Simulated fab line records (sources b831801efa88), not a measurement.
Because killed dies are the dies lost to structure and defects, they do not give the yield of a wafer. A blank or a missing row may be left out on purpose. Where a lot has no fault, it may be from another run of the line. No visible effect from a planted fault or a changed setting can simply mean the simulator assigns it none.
The tool behind it: which one? -- flow gf180mcu -- 32 wafers from 11 lots sampled at 3 of the route's 602 steps

## WHAT EACH GAUGE READ, for each wafer
GF_CONTACT_CD_MEAS_14: the cd target is 220 nm. Usual: cd nm reads 220.1 nm (standard deviation 1.4).
lot,measured,on,cd nm (nm),flag
L500,day 16 13:37,cd sem-02,219.9 219.5 219.3,
L502,day 17 03:14,cd sem-02,221.1 221.5 221.0,
L504,day 18 04:06,cd sem-01,221.3 220.2 220.4,
L506,day 18 14:26,cd sem-02,218.7 218.9 218.7,
L508,day 19 08:56,cd sem-02,223.5 222.7 220.7,
L511,day 20 13:16,cd sem-01,220.9 220.4,
L518,day 23 10:49,cd sem-02,219.6 219.3 220.2,
L519,day 23 12:19,cd sem-02,220.3 220.9 221.1,
L521,day 23 23:59,cd sem-01,219.8 219.3 219.2,
L520,day 24 00:54,cd sem-02,219.5 219.4 219.9,
L522,day 24 05:48,cd sem-01,218.2 218.6 218.3,

GF_V1_BOW_MEAS_05. Usual: V1_BOW 82 um, standard deviation 7.8.
lot,measured,on,V1_BOW (um),flag
L500,day 17 15:18,film metro-04,89 81 78,
L502,day 18 05:11,film metro-01,87 81 88,
L504,day 19 07:47,film metro-04,81 80 72,
L506,day 19 17:15,film metro-03,75 77 79,
L508,day 20 12:02,film metro-03,93 79 79,
L511,day 21 15:56,film metro-03,72 74 - -,
L518,day 24 12:01,film metro-01,73 69 76,
L519,day 24 13:08,film metro-04,84 87 88,
L521,day 25 00:19,film metro-03,95 86 83,
L520,day 25 01:38,film metro-04,97 84 100,
L522,day 25 07:06,film metro-03,79 77 74,

## EACH LOT AND THE TOOL THAT RAN IT (in order: tool; ch and the chambers of the sampled wafers; start)
lot,GF_V1_CMP_04
L500,"cmp-02 ch 0,1,3, day 17 14:58"
L502,"cmp-01 ch 0,1,3, day 18 04:58"
L504,"cmp-01 ch 0,1, day 19 07:31"
L506,"cmp-02 ch 0,1,2, day 19 16:55"
L508,"cmp-02 ch 0,1,2, day 20 11:44"
L511,"cmp-02 ch 2,3, day 21 15:39"
L518,"cmp-01 ch 0,1, day 24 11:41"
L519,"cmp-02 ch 0,2,3, day 24 12:53"
L521,"cmp-02 ch 0,1,2, day 25 00:03"
L520,"cmp-01 ch 0,1,2, day 25 01:22"
L522,"cmp-01 ch 0,2,3, day 25 06:53"
- GF_V1_CMP_04: polishes SiO2.

## AS READ BY THE TOOLS THEMSELVES (means over the sampled wafers that have a number; for cases with no such wafer, the mark the record gives instead)
GF_V1_CMP_04. Usual: motor current A 12.2 A, standard deviation 0.7; time to endpoint s 81 s, standard deviation 7.8.
lot,tool,motor current A (A),time to endpoint s (s),flag
L500,cmp-02,12.3,81,
L502,cmp-01,12.0,64,
L504,cmp-01,12.6,80,
L506,cmp-02,11.8,82,
L508,cmp-02,12.3,80,
L511,cmp-02,11.9,101,
L518,cmp-01,12.7,79,
L519,cmp-02,11.8,86,
L521,cmp-02,12.3,80,
L520,cmp-01,12.5,79,
L522,cmp-01,12.1,80,

## THE ANSWER, worked out from the rows above alone
Rule: lot off if the mean of its wafers having a number is beyond 3 standard deviations from the usual mean. A lot without any number at a reading at which 4 lots or more have one is off too. Where the step has rows for the other lots, those lots are counted as sound. First the gauges in route order, then the tools' own readings, where a lot's mean is used as printed above. The first step at which some lot is off is used, and at that step the reading that is off furthest; a lot without a number counts as furthest.
None of the lots is off at any reading shown; this tells nothing.

## WHAT WAS PUT IN BY THE SIMULATOR
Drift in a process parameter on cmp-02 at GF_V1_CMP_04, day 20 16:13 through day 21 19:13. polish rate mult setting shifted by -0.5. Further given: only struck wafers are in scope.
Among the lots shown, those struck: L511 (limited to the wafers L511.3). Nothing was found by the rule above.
